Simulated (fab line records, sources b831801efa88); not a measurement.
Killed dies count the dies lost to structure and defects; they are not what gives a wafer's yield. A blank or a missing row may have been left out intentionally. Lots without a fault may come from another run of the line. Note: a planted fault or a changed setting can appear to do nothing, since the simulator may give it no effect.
8D (eight disciplines) problem report, filled in by code | flow sky130 | the parts of the form that need people (team, actions taken, sign-off) are left out

== 1. THE PROBLEM ==
Wafers without a fault read 43, standard deviation 6.6; killed_at_M0_to_M3 at SKY_PAD_OPEN_PROBE_99 reads a mean of 95 on 6 wafers belonging to 2 lots. That is +7.8 standard deviations from the usual mean.
Seen first at day 48 21:25 on prober-02, wafer L532.1. At this step, 42 wafers from 14 lots have a number in the record. The rule behind "out" and "out of limits": a value lying over 4 standard deviations away from the usual mean. All remaining wafers that have a number are taken as sound.

== 2. WHAT IT IS, WHAT IT ISN'T ==
question                    | is                     | is not
which readings at this step | killed_at_M0_to_M3     | killed_at_M4_up, killed-at-contacts, killed-at-front-end, killed-at-other, killed-open
which lots                  | L532, L534             | L520, L521, L522, L523, L524, L526, L537, L538, L539, L540, L541, L543
which wafers of those lots  | all that have a number | -
read on which tools         | prober-02              | prober-01
when                        | from day 48 21:25      | up to then (18 sound wafers); but 18 sound wafers of L537, L538, L539, L540, L541, L543 came after

== 3. SUSPECTS, AND WHAT RULES EACH OUT ==
Counting: a tool at any process step up to the reading remains a suspect when it ran all the lots that are out and ran no sound lot after the first of those.
- pvd-sputter-03 at SKY_METAL1_SPUTTER_01 (material TiN, target thk 20 nm, time 16.7 s): kept. All lots that are out passed through it, beginning with L532 at day 35 16:53, and no sound lot followed; its final sound lot before that point was L523 at day 32 15:44.
- prober-02 at SKY_PAD_OPEN_PROBE_99: ruled out as a lasting fault. Sound lots L538, L540 ran on it after its first lot that is out, L532 (day 48 21:25).
Remaining after the count: pvd-sputter-03 at SKY_METAL1_SPUTTER_01.

== 4. THE CAUSE (what the simulator had put in) ==
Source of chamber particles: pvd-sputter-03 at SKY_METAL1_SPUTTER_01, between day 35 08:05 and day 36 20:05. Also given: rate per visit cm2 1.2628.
This tool alone remained once counting was done.

== 5. THE CHAIN OF EFFECTS, in route order ==
Rows list readings where the struck wafers' mean (over those with a number) sits beyond 3 standard deviations from the usual. Only readings for which the record gives a usual standard deviation are gone through. hours: the time from each lot's start at the first step in this table that gives one to its start at this step, as a median over the lots. sigmas: the change in usual standard deviations.
hours | step                  | reading              | usual  | on struck wafers | change | sigmas
0     | SKY_PAD_OPEN_PROBE_99 | defect-limited-yield | 82.6 % | 72.6             | -10.0  | -5.6
0     | SKY_PAD_OPEN_PROBE_99 | killed_at_M0_to_M3   | 43     | 95               | +52    | +7.8
0     | SKY_PAD_OPEN_PROBE_99 | killed-dies          | 85     | 135              | +50    | +5.7
0     | SKY_PAD_OPEN_PROBE_99 | sort_bin_3_pad_short | 0.9 %  | 3.3              | +2.4   | +5.9
0     | SKY_PAD_OPEN_PROBE_99 | sort_bin_5_function  | 10.1 % | 17.4             | +7.3   | +4.8
0     | SKY_PAD_OPEN_PROBE_99 | sort-n-pass          | 407    | 357              | -50    | -5.7
0     | SKY_PAD_OPEN_PROBE_99 | sort-yield-pct       | 82.6 % | 72.6             | -10.0  | -5.6
The process steps in it:
- SKY_PAD_OPEN_PROBE_99

== 6. WHAT WOULD HAVE CAUGHT IT SOONER ==
In this record no reading fell out of limits until day 48 21:25, 325 hours after the fault had begun at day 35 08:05.
Tool readings at SKY_METAL1_SPUTTER_01 with a usual standard deviation given in the record: none out on any struck wafer, hence no alarm at a limit of 4 standard deviations on them.
By day 48 21:25, every lot that is out (2) had started SKY_METAL1_SPUTTER_01 on pvd-sputter-03. Holding the tool at that point would not have protected any of them.
